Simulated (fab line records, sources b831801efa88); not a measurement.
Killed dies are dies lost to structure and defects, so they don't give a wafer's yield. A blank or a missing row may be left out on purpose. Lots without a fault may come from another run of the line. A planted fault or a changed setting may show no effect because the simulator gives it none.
One fault seen from 2 desks | flow gf180mcu | each desk has only its own numbers; what lay behind them comes last

THE METROLOGY DESK
What the gauges read, lot by lot, whatever tool the lot ran on: means of the sampled wafers that have a number. A lot is out of limits, marked OUT, if its mean lies more than 4 standard deviations from the usual mean; the brackets give that distance.
Columns: A = MIM_ALCU_RS at GF_MIM_RS_MEAS_10, usual 0.1596 ohm/sq; B = MIM_ALCU_THK at GF_MIM_THK_MEAS_11, usual 202.2 nm
lot  | first seen here | A                 | B
L275 | day 24 10:37    | 0.1618            | 198.0
L283 | day 27 13:26    | 0.1584            | 202.3
L284 | day 27 16:28    | 0.1603            | 199.4
L286 | day 28 07:23    | 0.1592            | 203.8
L291 | day 29 23:38    | 0.1500 (-5.6) OUT | 213.3 (+4.8) OUT
L292 | day 30 07:19    | 0.1577            | 202.7
L293 | day 30 17:41    | 0.1496 (-5.9) OUT | 216.3 (+6.1) OUT
L294 | day 30 22:02    | 0.1606            | 201.1
L298 | day 31 20:11    | 0.1598            | 203.0
This desk's finding: out of limits on L291, L293; first on L291, day 29 23:38 (MIM_ALCU_RS at GF_MIM_RS_MEAS_10). In limits: L275, L283, L284, L286, L292, L294, L298.

THE TOOL OWNER'S DESK: pvd_sputter-02
The tool's own readings at GF_MIM_SPUTTER_08 (material AlCu, target thk 200 nm, time 10.6 s): means of the sampled wafers that have a number, for each lot that ran on this tool. A lot is out of limits, marked OUT, if its mean lies more than 4 standard deviations from the usual mean; the brackets give that distance.
Columns: A = cathode_dc_power_W at GF_MIM_SPUTTER_08, usual 10600 W; B = chamber_pressure_pa at GF_MIM_SPUTTER_08, usual 0.4000 Pa; C = throttle_valve_pct at GF_MIM_SPUTTER_08, usual 30.1 %
lot  | first seen here | A                       | B      | C
L275 | day 24 10:32    | 10601                   | 0.4000 | 29.8
L284 | day 27 16:22    | 10599                   | 0.4009 | 29.9
L291 | day 29 23:31    | 11333 (+99 or more) OUT | 0.4001 | 30.1
L293 | day 30 17:36    | 11332 (+99 or more) OUT | 0.3997 | 30.4
This desk's finding: out of limits on L291, L293; first on L291, day 29 23:31 (cathode_dc_power_W at GF_MIM_SPUTTER_08). In limits: L275, L284.

PUT TOGETHER
The tool owner's desk could have raised an alarm at day 29 23:31, on L291, L293.
The metrology desk could have raised an alarm at day 29 23:38, on L291, L293.
Of the lots named, all ran GF_MIM_SPUTTER_08 on pvd_sputter-02.

WHAT THE SIMULATOR HAD PUT IN
Process parameter drift: pvd_sputter-02, from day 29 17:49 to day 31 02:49, at GF_MIM_SPUTTER_08. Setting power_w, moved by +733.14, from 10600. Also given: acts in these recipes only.
Lots struck among those shown: L291, L293.
Hours from the fault's start to each desk's first reading out of limits: the tool owner's desk, 6; the metrology desk, 6.
